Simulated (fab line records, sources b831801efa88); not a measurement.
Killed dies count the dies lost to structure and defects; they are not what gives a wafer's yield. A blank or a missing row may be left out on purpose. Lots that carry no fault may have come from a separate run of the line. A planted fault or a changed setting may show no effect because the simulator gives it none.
fab line records	flow sky130
record lots=10	wafers=30	last_day=50
route steps=708 shown SD_N@350 METAL1@451 METAL5@677
lots that met no fault: from a run of the same line without faults
start_h: hours from the record's first day to the start of the lot's first wafer shown	wait_h: hours elapsed since this lot's preceding step	" same as the row above	L1.1+2: one row covering several wafers at once	- no value, or no start was given	* or withheld: withheld	< > ~ a bound
route shown NAME@n: names a module that has steps shown in the file, with the first one's number in the route	usual: mean/standard deviation of fault-free wafers	same: alike in all rows	chamber/n: place in a boat	sites: readings site by site	_std_site: their standard deviation	_edge_site: mean of outer sites minus mean of inner sites	radius_mm: for every site, how far away it sits from the centre of the wafer	mask NAME#n: copy n	behind: tool/chamber where the wafer was last shaped	hold: why the lot was held/for how many hours/how that ended	device: the transistor (n, p or np) that didn't switch	end of line: at the end of the route, the tests of the same wafers	for a step that has no rows: nothing shown but its recipe	killed: dies lost to structure and defects at the first sort, not the wafer's yield	map: shows each die of a wafer: x if killed, . if not, _ if none is there
set.NAME: the run value of the setting; set.NAME@STEP: its run value at that earlier step	model.NAME: the simulator's own value behind a step, which no gauge read
route steps across a sampled set of lots; one table per step, one row per wafer
services: a tool's chamber out of use, with start hour (start_h, from the record's first day; less than 0 if before it), hours out, and reason
## steps
# step SKY_SD_N_OVL_MEAS_08
# usual SD_N_OVL=-0.6/1.6
lot.wafer	tool	chamber	start_h	wait_h	SD_N_OVL[nm]
L202.2	overlay-02	-	671.16	0.1	-3.1
L202.3	"	-	"	"	-3.2
L202.6	"	-	"	"	-3.2
L203.1	overlay-02	-	696.35	0.1	-0.5
L203.5	"	-	"	"	1.0
L203.6	"	-	"	"	2.4
L205.2	overlay-02	-	707.96	0.1	1.4
L205.4	"	-	"	"	0.1
L205.5	"	-	"	"	1.1
L206.2	overlay-02	-	727.46	0.1	0.1
L206.4	"	-	"	"	0.5
L206.5	"	-	"	"	-0.5
L213.2	overlay-01	-	781.46	0.1	-2.0
L213.3	"	-	"	"	-4.2
L213.4	"	-	"	"	-3.7
L215.2	overlay-01	-	785.28	0.1	-1.9
L215.3	"	-	"	"	-2.6
L215.5	"	-	"	"	-1.8
L216.1	overlay-01	-	789.18	0.1	0.5
L216.3	"	-	"	"	0.9
L216.5	"	-	"	"	2.0
L217.1	overlay-01	-	794.83	0.1	-4.0
L217.5	"	-	"	"	-2.0
L217.6	"	-	"	"	-3.4
L218.1	overlay-01	-	799.85	0.1	-1.5
L218.3	"	-	"	"	-1.8
L218.4	"	-	"	"	-2.1
L221.3	overlay-02	-	825.74	0.1	-1.1
L221.5	"	-	"	"	-2.3
L221.6	"	-	"	"	-0.8
# step SKY_SD_N_IMPLANT_09
# recipe species=As	energy_kev=50	dose_cm2=4e+15	tilt_deg=0
# usual beam_energy_keV=50.002/0.014	beam_on_s=18.5/2.7
lot.wafer	tool	chamber	start_h	wait_h	beam_energy_keV	beam_on_s
L202.2	implanter-03	0	671.21	0.0	50.009	21.3
L202.3	"	0	"	"	50.002	21.3
L202.6	"	0	"	"	49.987	21.8
L203.1	implanter-03	0	696.39	0.0	45.040	21.7
L203.5	"	0	"	"	45.035	21.3
L203.6	"	0	"	"	45.064	21.7
L205.2	implanter-03	0	708.02	0.0	45.033	21.2
L205.4	"	0	"	"	45.033	21.9
L205.5	"	0	"	"	45.031	21.1
L206.2	implanter-04	0	727.51	0.0	50.010	18.4
L206.4	"	0	"	"	50.026	19.0
L206.5	"	0	"	"	49.977	19.0
L213.2	implanter-03	0	781.51	0.0	49.999	22.1
L213.3	"	0	"	"	50.021	21.8
L213.4	"	0	"	"	50.011	21.1
L215.2	implanter-01	0	785.34	0.0	49.989	14.8
L215.3	"	0	"	"	49.968	15.2
L215.5	"	0	"	"	50.016	14.9
L216.1	implanter-04	0	789.22	0.0	50.014	18.6
L216.3	"	0	"	"	50.020	19.5
L216.5	"	0	"	"	50.003	19.5
L217.1	implanter-01	0	794.86	0.0	49.999	15.5
L217.5	"	0	"	"	50.008	15.5
L217.6	"	0	"	"	50.003	15.5
L218.1	implanter-04	0	799.89	0.0	49.980	18.5
L218.3	"	0	"	"	50.013	19.3
L218.4	"	0	"	"	50.008	19.3
L221.3	implanter-03	0	825.81	0.1	50.012	21.3
L221.5	"	0	"	"	49.995	21.3
L221.6	"	0	"	"	50.010	21.7
# step SKY_SD_N_STRIP_11
# recipe chemistry=O2/N2	power_w=1400	pressure_mtorr=1500	platen_temp_c=withheld	o2_flow_sccm=3000	n2_flow_sccm=300	overash_fraction=0.5
# usual drypump_motor_current_A=5.5/0.37	n2_flow_sccm=299.9/0.89	o2_flow_sccm=3000/9.5	oes_product_au=0.528/0.0049	strip_time_to_endpoint_s=22.56/0.037
lot.wafer	tool	chamber	start_h	wait_h	drypump_motor_current_A	n2_flow_sccm	o2_flow_sccm	oes_product_au	rf_hours_counter_h	strip_time_to_endpoint_s
L202.2	plasma_asher-01	0	671.49	0.1	5.3	299.4	3000	0.520	50	22.56
L202.3	"	0	"	"	5.3	298.7	2992	0.528	-	22.59
L202.6	"	1	"	"	5.8	298.7	3002	0.521	-	22.60
L203.1	plasma_asher-02	1	696.69	0.1	4.9	299.3	3008	0.540	103	21.85
L203.5	"	0	"	"	5.0	299.7	3007	0.535	-	21.80
L203.6	"	1	"	"	4.9	299.1	2996	0.536	-	21.81
L205.2	plasma_asher-02	1	708.29	0.1	4.9	300.2	3000	0.545	105	21.83
L205.4	"	0	"	"	5.0	299.3	2996	0.542	-	21.83
L205.5	"	0	"	"	5.0	300.6	3000	0.535	-	21.87
L206.2	plasma_asher-01	0	727.79	0.1	5.3	299.9	2994	0.523	57	22.57
L206.4	"	0	"	"	5.3	300.3	2994	0.525	-	22.56
L206.5	"	0	"	"	5.3	299.1	3002	0.526	-	22.53
L213.2	plasma_asher-01	1	781.79	0.1	5.9	298.4	2988	0.523	62	22.56
L213.3	"	0	"	"	5.4	300.2	2990	0.527	-	22.52
L213.4	"	1	"	"	5.8	299.0	3008	0.524	-	22.60
L215.2	plasma_asher-01	1	785.61	0.1	5.8	299.6	2999	0.526	62	22.53
L215.3	"	0	"	"	5.4	300.8	3000	0.532	-	22.54
L215.5	"	1	"	"	5.8	300.1	3025	0.528	-	22.54
L216.1	plasma_asher-01	1	789.52	0.1	5.8	300.6	3014	0.526	63	22.60
L216.3	"	1	"	"	5.8	300.2	3026	0.529	-	22.61
L216.5	"	0	"	"	5.4	299.1	2993	0.532	-	22.59
L217.1	plasma_asher-01	0	795.16	0.1	5.3	299.0	3008	0.529	63	22.57
L217.5	"	1	"	"	5.8	301.9	2990	0.527	-	22.59
L217.6	"	0	"	"	5.3	299.7	3009	0.530	-	22.59
L218.1	plasma_asher-01	0	800.19	0.1	5.3	300.0	2997	0.525	64	22.47
L218.3	"	0	"	"	5.3	301.5	2997	0.518	-	22.52
L218.4	"	1	"	"	5.8	300.3	3001	0.536	-	22.47
L221.3	plasma_asher-02	0	826.10	0.1	5.0	300.1	2998	0.529	-	22.55
L221.5	"	1	"	"	5.0	300.7	2991	0.530	-	22.55
L221.6	"	0	"	"	5.0	298.5	2990	0.526	-	22.57
# step SKY_SD_N_RS_MEAS_16
# recipe thk_meas_gauge=four-point-probe
# usual SD_N_RS=68.56/0.1
lot.wafer	tool	chamber	start_h	wait_h	SD_N_RS[ohm/sq]
L202.2	film_metro-03	-	671.89	0.1	68.51
L202.3	"	-	"	"	68.54
L202.6	"	-	"	"	68.51
L203.1	film_metro-03	-	697.07	0.1	72.10
L203.5	"	-	"	"	72.18
L203.6	"	-	"	"	72.31
L205.2	film_metro-03	-	708.70	0.1	72.14
L205.4	"	-	"	"	72.05
L205.5	"	-	"	"	72.34
L206.2	film_metro-03	-	728.19	0.1	68.60
L206.4	"	-	"	"	68.67
L206.5	"	-	"	"	68.65
L213.2	film_metro-04	-	782.19	0.1	68.84
L213.3	"	-	"	"	68.71
L213.4	"	-	"	"	68.61
L215.2	film_metro-03	-	786.02	0.1	68.48
L215.3	"	-	"	"	68.56
L215.5	"	-	"	"	68.50
L216.1	film_metro-03	-	789.91	0.1	68.58
L216.3	"	-	"	"	68.44
L216.5	"	-	"	"	68.47
L217.1	film_metro-01	-	795.55	0.1	68.49
L217.5	"	-	"	"	68.47
L217.6	"	-	"	"	68.47
L218.1	film_metro-03	-	800.57	0.1	68.55
L218.3	"	-	"	"	68.66
L218.4	"	-	"	"	68.72
L221.3	film_metro-03	-	826.49	0.1	68.46
L221.5	"	-	"	"	68.59
L221.6	"	-	"	"	68.46
# step SKY_METAL1_DESCUM_17
# recipe chemistry=O2	source_power_w=150	bias_power_w=0	pressure_mtorr=10	temp_c=40	time_s=8
# usual drypump_motor_current_A=5.9/0.35	oes_product_au=0.999/0.0079
lot.wafer	tool	chamber	start_h	wait_h	drypump_motor_current_A	oes_product_au	rf_hours_counter_h
L202.2	rie_metal-02	1	787.29	0.0	5.2	1.001	10
L202.3	"	1	"	"	5.2	1.005	-
L202.6	"	0	"	"	6.3	1.006	-
L203.1	rie_metal-02	1	810.59	0.0	5.2	1.007	10
L203.5	"	1	"	"	5.2	1.005	-
L203.6	"	0	"	"	6.3	0.988	-
L205.2	rie_metal-03	1	820.51	0.0	5.6	0.994	2
L205.4	"	0	"	"	6.1	0.995	-
L205.5	"	1	"	"	5.6	0.993	-
L206.2	rie_metal-03	0	840.99	0.0	6.1	1.000	7
L206.4	"	1	"	"	5.7	0.994	-
L206.5	"	1	"	"	5.7	1.003	-
L213.2	rie_metal-04	0	893.26	0.0	6.1	0.997	15
L213.3	"	0	"	"	6.1	1.006	-
L213.4	"	1	"	"	6.1	0.981	-
L215.2	rie_metal-03	1	897.24	0.0	5.6	1.008	5
L215.3	"	0	"	"	6.1	0.996	-
L215.5	"	0	"	"	6.1	1.002	-
L216.1	rie_metal-04	1	899.04	0.0	6.1	0.991	12
L216.3	"	1	"	"	6.1	0.982	-
L216.5	"	1	"	"	6.1	0.989	-
L217.1	rie_metal-04	1	903.44	0.0	6.1	0.995	12
L217.5	"	1	"	"	6.1	0.989	-
L217.6	"	0	"	"	6.1	1.007	-
L218.1	rie_metal-02	1	910.49	0.0	5.2	1.008	15
L218.3	"	1	"	"	5.2	1.006	-
L218.4	"	0	"	"	6.3	0.984	-
L221.3	rie_metal-04	1	934.67	0.0	6.1	1.004	-
L221.5	"	0	"	"	6.1	1.002	-
L221.6	"	1	"	"	6.1	0.994	-
# step SKY_METAL5_STRIP_16
# recipe chemistry=O2/N2	power_w=1400	pressure_mtorr=1500	platen_temp_c=withheld	o2_flow_sccm=3000	n2_flow_sccm=300	overash_fraction=0.5
# usual drypump_motor_current_A=5.5/0.45	n2_flow_sccm=299.9/0.83	o2_flow_sccm=2999/8.9	oes_product_au=0.710/0.0044	strip_time_to_endpoint_s=13.11/0.12
lot.wafer	tool	chamber	start_h	wait_h	drypump_motor_current_A	n2_flow_sccm	o2_flow_sccm	oes_product_au	rf_hours_counter_h	strip_time_to_endpoint_s
L202.2	plasma_asher-02	0	1050.76	0.2	5.0	301.3	3000	0.716	30	13.09
L202.3	"	1	"	"	4.9	299.6	2989	0.705	-	13.12
L202.6	"	0	"	"	5.0	299.8	3003	0.711	-	13.12
L203.1	plasma_asher-03	1	1064.12	0.2	6.0	300.0	2984	0.704	67	13.26
L203.5	"	0	"	"	5.8	300.4	3008	0.710	-	13.28
L203.6	"	1	"	"	6.0	300.9	3001	0.716	-	13.24
L205.2	plasma_asher-02	1	1074.83	0.2	4.9	299.5	3011	0.712	33	13.14
L205.4	"	0	"	"	5.0	300.4	3005	0.711	-	13.02
L205.5	"	1	"	"	4.9	299.9	3001	0.709	-	13.17
L206.2	plasma_asher-04	1	1090.83	0.2	5.9	299.7	3006	0.713	2	13.09
L206.4	"	0	"	"	4.9	301.4	2990	0.717	-	13.20
L206.5	"	0	"	"	5.0	299.9	2996	0.709	-	13.07
L213.2	plasma_asher-03	1	1130.28	0.3	6.0	300.9	3007	0.713	73	13.04
L213.3	"	0	"	"	5.8	299.6	2987	0.709	-	13.15
L213.4	"	1	"	"	6.0	300.6	3008	0.714	-	13.25
L215.2	plasma_asher-02	1	1136.99	0.3	4.9	300.1	2990	0.713	39	13.12
L215.3	"	0	"	"	5.0	298.5	3004	0.705	-	13.20
L215.5	"	1	"	"	4.9	299.5	3002	0.713	-	13.07
L216.1	plasma_asher-03	1	1137.76	0.2	5.9	300.8	2988	0.705	73	13.25
L216.3	"	0	"	"	5.8	300.4	2983	0.724	-	13.10
L216.5	"	1	"	"	5.9	300.9	2997	0.703	-	13.22
L217.1	plasma_asher-03	0	1138.33	0.4	5.8	299.8	2992	0.710	73	13.23
L217.5	"	1	"	"	5.9	302.2	2994	0.708	-	13.27
L217.6	"	0	"	"	5.8	300.4	2982	0.711	-	13.23
L218.1	plasma_asher-02	1	1144.88	0.2	4.9	299.7	3000	0.717	40	13.25
L218.3	"	0	"	"	5.0	301.1	2986	0.704	-	13.16
L218.4	"	1	"	"	4.9	299.7	3010	0.708	-	13.29
L221.3	plasma_asher-04	1	1164.58	0.1	5.9	299.4	2995	0.708	-	13.15
L221.5	"	1	"	"	5.9	299.8	3008	0.714	-	13.24
L221.6	"	0	"	"	4.9	299.7	2991	0.713	-	13.00
## services
tool	chamber	start_h	hours	kind
implanter-03	-	651.59	6.1	pm
implanter-03	-	660.09	3.6	repair
implanter-03	-	704.05	3.9	repair
plasma_asher-02	-	714.43	14.6	pm
plasma_asher-02	-	733.77	9.0	pm
rie_metal-02	-	734.32	1.4	pm
plasma_asher-01	-	746.33	2.8	pm
implanter-04	-	769.42	10.6	pm
rie_metal-02	-	772.19	2.8	pm
implanter-04	-	782.27	2.6	pm
implanter-03	-	799.53	3.8	pm
implanter-03	-	816.13	4.0	repair
rie_metal-04	-	821.07	1.4	pm
plasma_asher-01	-	928.51	3.1	repair
plasma_asher-01	-	982.43	0.4	repair
rie_metal-04	-	988.89	2.8	pm
plasma_asher-01	-	999.09	3.7	repair
plasma_asher-02	-	1008.19	2.8	pm
implanter-03	-	1015.94	2.0	repair
plasma_asher-01	-	1018.19	0.9	repair
implanter-03	-	1046.19	22.3	pm
plasma_asher-02	-	1063.33	0.8	repair
rie_metal-04	-	1105.95	0.7	repair
implanter-03	-	1140.59	5.4	pm
## key
first_sign step=SKY_SD_N_IMPLANT_09	reading=beam_energy_keV	direction=down	sigmas=99+	usual=*	struck=*
effect step=SKY_SD_N_STRIP_11	reading=strip_time_to_endpoint_s	direction=down	sigmas=20	usual=*	struck=*
effect step=SKY_SD_N_RS_MEAS_16	reading=SD_N_RS	direction=up	sigmas=36	usual=68.56	struck=72.19
met_at SKY_SD_N_IMPLANT_09
struck_lots L203,L205
tester_left_out L203,L205
not_acting_at SKY_SD_N_OVL_MEAS_08,SKY_METAL1_DESCUM_17,SKY_METAL5_STRIP_16
onset_between 671.21 696.39
fault kind=process_parameter_drift	tool=implanter-03	chamber=-	onset_h=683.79	steps=SKY_SD_N_IMPLANT_09	channel=energy_kev	offset=*	shape=step	end_h=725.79	acts_in=*	stated=*
# tester_left_out: of these lots the tester's yield and bins aren't shown, on N5 and GAA mostly nor the transistor test; their killed dies are dies lost to structure and defects alone, not to doping, threshold or leakage, so they don't give the yield
